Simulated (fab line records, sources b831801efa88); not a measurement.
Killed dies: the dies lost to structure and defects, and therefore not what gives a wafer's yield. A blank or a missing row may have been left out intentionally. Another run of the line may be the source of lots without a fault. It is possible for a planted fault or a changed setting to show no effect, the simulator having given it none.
fab line records | flow sky130
record lots=14 wafers=42 lastDay=50
route steps=708 shown VIA1@461 METAL2@483 VIA2@519
lots untouched by any fault: they come from a run of this same line in which no faults occurred
startH: start of the lot's first displayed wafer, in hours after the record's first day | waitH: hours elapsed since this lot's preceding step | " unchanged from the row above | L1.1+2: several wafers, shown together as one row | - no value, or no start given | * or withheld: withheld | < > ~ a bound
route shown NAME@n: names a module that has steps shown in the file, with the first one's number in the route | usual: average and standard deviation across the fault-free wafers | same: alike in all rows | chamber/n: place in a boat | sites: the reading at each site | _std_site: the values' standard deviation | _edge_site: the outer-site mean with the inner-site mean subtracted | radiusMm: for every site, how far away it sits from the centre of the wafer | mask NAME#n: copy n | behind: the most recent tool/chamber to have shaped the wafer | hold: reason for holding the lot/hours on hold/outcome of the hold | device: names the non-switching transistor (n, p or np) | end of line: the tests these same wafers got at the end of their route | for a step that has no rows: nothing shown but its recipe | killed: count of dies lost to structure and defects at first sort (not the wafer's yield) | map: shows each die of a wafer: x if killed, . if not, _ if none is there
set.NAME: the setting as run; set.NAME@STEP: as run at that earlier step | model.NAME: the simulator's own value behind a step, which no gauge read
one table for each step of the route and one row for each wafer, over a sample of lots
services: a tool's chamber out of use, with start hour (startH, from the record's first day; less than 0 if before it), hours out, and reason
## steps
# step SKY_VIA1_BOW_MEAS_03
# recipe mode=bow
# usual VIA1_BOW=80/6.9
# columns lot.wafer tool chamber startH waitH VIA1_BOW[um]
L435.2 filmMetro-01 - 755.73 0.2 85
L435.3 " - " " 74
L435.5 " - " " 72
L436.1 filmMetro-01 - 768.21 0.2 86
L436.4 " - " " 91
L436.5 " - " " 83
L437.1 filmMetro-03 - 796.02 0.1 84
L437.4 " - " " 80
L437.6 " - " " 91
L439.2 filmMetro-03 - 810.94 0.2 73
L439.5 " - " " 74
L439.6 " - " " 89
L440.1 filmMetro-01 - 811.91 0.2 80
L440.2 " - " " 77
L440.6 " - " " 82
L438.3 filmMetro-03 - 812.86 0.2 90
L438.4 " - " " 79
L438.5 " - " " 76
L441.1 filmMetro-03 - 822.05 0.2 83
L441.3 " - " " 83
L441.4 " - " " 91
L443.1 filmMetro-04 - 830.86 0.2 71
L443.4 " - " " 87
L443.5 " - " " 83
L444.4 filmMetro-03 - 836.79 0.2 86
L444.5 " - " " 80
L444.6 " - " " 72
L445.1 filmMetro-04 - 837.68 0.1 73
L445.2 " - " " 76
L445.4 " - " " 85
L446.2 filmMetro-03 - 853.25 0.1 79
L446.3 " - " " 73
L446.5 " - " " 79
L448.2 filmMetro-01 - 862.53 0.2 77
L448.4 " - " " 82
L448.5 " - " " 79
L456.2 filmMetro-04 - 920.30 0.2 73
L456.4 " - " " 78
L456.6 " - " " 76
L457.3 filmMetro-01 - 921.07 0.2 83
L457.5 " - " " 67
L457.6 " - " " 76
# step SKY_METAL2_SPUTTER_00
# recipe material=Ti targetThkNm=15 powerW=3000 timeS=10 chamberPressurePa=0.4
# usual throttleValvePct=29.9/0.94
# columns lot.wafer tool chamber startH waitH throttleValvePct
L435.2 pvdSputter-03 - 783.59 0.2 29.9
L435.3 " - " " 31.6
L435.5 " - " " 29.8
L436.1 pvdSputter-04 - 795.74 0.1 29.8
L436.4 " - " " 29.3
L436.5 " - " " 30.4
L437.1 pvdSputter-04 - 822.93 0.2 29.3
L437.4 " - " " 29.7
L437.6 " - " " 29.3
L439.2 pvdSputter-04 - 838.72 0.2 29.6
L439.5 " - " " 29.2
L439.6 " - " " 30.3
L440.1 pvdSputter-03 - 839.44 0.2 30.5
L440.2 " - " " 28.1
L440.6 " - " " 30.0
L438.3 pvdSputter-04 - 840.29 0.1 30.5
L438.4 " - " " 29.9
L438.5 " - " " 29.9
L441.1 pvdSputter-03 - 848.09 0.2 31.3
L441.3 " - " " 28.1
L441.4 " - " " 30.5
L443.1 pvdSputter-04 - 857.20 0.2 29.4
L443.4 " - " " 29.1
L443.5 " - " " 29.6
L444.4 pvdSputter-03 - 863.44 0.2 31.1
L444.5 " - " " 30.4
L444.6 " - " " 30.1
L445.1 pvdSputter-03 - 865.07 0.2 30.6
L445.2 " - " " 30.1
L445.4 " - " " 31.2
L446.2 pvdSputter-02 - 880.52 0.1 30.1
L446.3 " - " " 28.4
L446.5 " - " " 29.4
L448.2 pvdSputter-02 - 889.83 0.1 28.3
L448.4 " - " " 31.4
L448.5 " - " " 31.5
L456.2 pvdSputter-04 - 945.10 0.1 29.8
L456.4 " - " " 29.6
L456.6 " - " " 29.2
L457.3 pvdSputter-04 - 946.55 0.1 29.4
L457.5 " - " " 30.6
L457.6 " - " " 29.3
# step SKY_VIA2_CD_MEAS_12
# recipe targetCdNm=200
# usual cdNm=200.2/1.5
# columns lot.wafer tool chamber startH waitH cdNm
L435.2 cdSem-01 - 837.64 - 197.8
L435.3 " - " " 199.5
L435.5 " - " " 200.0
L436.1 cdSem-02 - 849.07 - 199.9
L436.4 " - " " 200.5
L436.5 " - " " 200.2
L437.1 cdSem-02 - 875.67 - 201.0
L437.4 " - " " 199.2
L437.6 " - " " 200.9
L439.2 cdSem-02 - 891.44 - 199.1
L439.5 " - " " 200.4
L439.6 " - " " 199.8
L440.1 cdSem-01 - 892.67 - 195.9
L440.2 " - " " 195.8
L440.6 " - " " 196.6
L438.3 cdSem-02 - 893.36 - 200.7
L438.4 " - " " 200.0
L438.5 " - " " 201.1
L441.1 cdSem-02 - 901.02 - 202.2
L441.3 " - " " 201.1
L441.4 " - " " 199.4
L443.1 cdSem-02 - 910.62 - 201.3
L443.4 " - " " 200.5
L443.5 " - " " 201.1
L444.4 cdSem-02 - 917.18 - 200.8
L444.5 " - " " 201.1
L444.6 " - " " 202.0
L445.1 cdSem-01 - 918.27 - 202.3
L445.2 " - " " 201.1
L445.4 " - " " 201.8
L446.2 cdSem-01 - 930.59 - 198.8
L446.3 " - " " 199.1
L446.5 " - " " 200.4
L448.2 cdSem-01 - 939.74 - 199.2
L448.4 " - " " 199.9
L448.5 " - " " 197.7
L456.2 cdSem-02 - 995.44 - 197.8
L456.4 " - " " 198.9
L456.6 " - " " 198.3
L457.3 cdSem-02 - 997.11 - 199.1
L457.5 " - " " 199.7
L457.6 " - " " 200.2
# step SKY_VIA2_ETCH_14
# recipe chemistry=N2/H2 target=BARC ionEnergyEv=200 sourceW=500 biasW=100 pressureMtorr=30 n2FlowSccm=100 h2FlowSccm=200 stopOn=SiO2 timeS=45.9 targetDepthA=600
# usual drypumpMotorCurrentA=5.6/0.41 oesProductAu=0.855/0.0049 runLengthS=74.3/0.5 throttleValvePct=13.224/0.0092
# columns lot.wafer tool chamber startH waitH drypumpMotorCurrentA oesProductAu rfHoursCounterH runLengthS throttleValvePct
L435.2 rieDiel-02 1 837.77 0.0 5.3 0.860 6 75.1 13.210
L435.3 " 0 " " 5.1 0.851 14 74.6 13.231
L435.5 " 1 " " 5.3 0.853 - 74.7 13.239
L436.1 rieDiel-03 3 849.23 0.0 5.9 0.849 19 73.6 13.226
L436.4 " 0 " " 5.7 0.846 9 73.8 13.225
L436.5 " 3 " " 5.9 0.858 - 73.9 13.207
L437.1 rieDiel-02 2 875.82 0.0 5.8 0.852 9 74.0 13.206
L437.4 " 0 " " 5.1 0.855 15 74.6 13.221
L437.6 " 0 " " 5.1 0.857 - 74.5 13.214
L439.2 rieDiel-02 2 891.58 0.0 5.8 0.852 9 74.3 13.224
L439.5 " 3 " " 5.2 0.858 - 74.3 13.210
L439.6 " 0 " " 5.1 0.865 - 75.0 13.226
L440.1 rieDiel-02 2 892.83 0.0 5.8 0.859 9 74.6 13.234
L440.2 " 0 " " 5.1 0.853 15 74.6 13.216
L440.6 " 2 " " 5.8 0.848 - 74.2 13.224
L438.3 rieDiel-04 0 893.48 0.0 5.6 0.863 12 74.8 13.226
L438.4 " 1 " " 5.3 0.851 14 74.3 13.229
L438.5 " 3 " " 5.5 0.849 - 74.0 13.220
L441.1 rieDiel-03 1 901.18 0.0 6.3 0.857 12 74.0 13.237
L441.3 " 0 " " 5.7 0.841 11 74.3 13.226
L441.4 " 3 " " 5.8 0.847 21 73.4 13.231
L443.1 rieDiel-02 2 910.77 0.0 5.8 0.856 10 74.3 13.218
L443.4 " 0 " " 5.1 0.857 - 75.0 13.217
L443.5 " 3 " " 5.2 0.861 - 73.8 13.221
L444.4 rieDiel-02 3 917.27 0.0 5.2 0.853 2 74.1 13.230
L444.5 " 1 " " 5.3 0.858 - 74.6 13.231
L444.6 " 0 " " 5.1 0.858 - 74.6 13.217
L445.1 rieDiel-02 1 918.43 0.0 5.3 0.982 8 68.0 13.224
L445.2 " 3 " " 5.2 0.855 2 73.5 13.222
L445.4 " 0 " " 5.1 0.975 16 67.8 13.238
L446.2 rieDiel-02 2 930.72 0.0 5.7 0.860 10 74.2 13.220
L446.3 " 0 " " 5.1 0.985 17 67.9 13.239
L446.5 " 1 " " 5.3 0.858 - 75.2 13.235
L448.2 rieDiel-03 1 939.87 0.0 6.3 0.850 13 74.0 13.205
L448.4 " 3 " " 5.9 0.853 - 73.7 13.235
L448.5 " 1 " " 6.3 0.850 - 74.2 13.225
L456.2 rieDiel-04 1 995.58 0.0 5.3 0.849 17 74.5 13.230
L456.4 " 2 " " 6.3 0.852 21 74.5 13.224
L456.6 " 2 " " 6.2 0.852 - 74.9 13.231
L457.3 rieDiel-03 3 997.24 0.0 5.9 0.859 - 73.8 13.215
L457.5 " 3 " " 5.9 0.854 - 73.4 13.219
L457.6 " 0 " " 5.7 0.863 - 73.8 13.224
## services
# columns tool chamber startH hours kind
rieDiel-04 1 778.27 6.8 repair
pvdSputter-03 - 800.57 0.5 repair
rieDiel-04 - 805.60 0.1 repair
rieDiel-04 - 817.58 1.0 repair
rieDiel-02 3 830.95 - clean
rieDiel-02 3 830.95 13.7 scheduledDown
rieDiel-02 3 830.95 13.7 ventCycle
pvdSputter-02 - 832.97 3.7 repair
pvdSputter-02 - 861.77 9.4 repair
rieDiel-03 - 883.92 0.4 repair
rieDiel-02 1 906.71 4.5 repair
pvdSputter-02 - 937.08 8.5 repair
rieDiel-03 2 938.44 2.9 repair
pvdSputter-02 - 971.56 2.9 repair
rieDiel-03 0 974.98 3.8 repair
rieDiel-03 1 980.61 33.0 repair
rieDiel-03 2 989.35 9.6 repair
rieDiel-04 1 991.38 3.7 repair
## key
firstSign step=SKY_VIA2_ETCH_14 reading=oesProductAu direction=up sigmas=26 usual=0.855 struck=0.981
effect step=SKY_VIA2_ETCH_14 reading=runLengthS direction=down sigmas=13 usual=* struck=*
metAt SKY_VIA2_ETCH_14
struckLots L445,L446
struckWafers L445.1,L445.4,L446.3
sortLeftOut L445.1,L445.4,L446.3
notActingAt SKY_VIA1_BOW_MEAS_03,SKY_METAL2_SPUTTER_00,SKY_VIA2_CD_MEAS_12
onsetBetween 917.27 918.43
fault kind=processParameterDrift tool=rieDiel-02 chamber=- onsetH=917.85 steps=SKY_VIA2_ETCH_14 channel=timeS offset=* shape=step endH=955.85 scope=struckWafersOnly actsIn=* stated=*
# sortLeftOut: the simulated sort isn't trusted on such a fault, so these wafers' sort isn't shown, and their yield isn't known
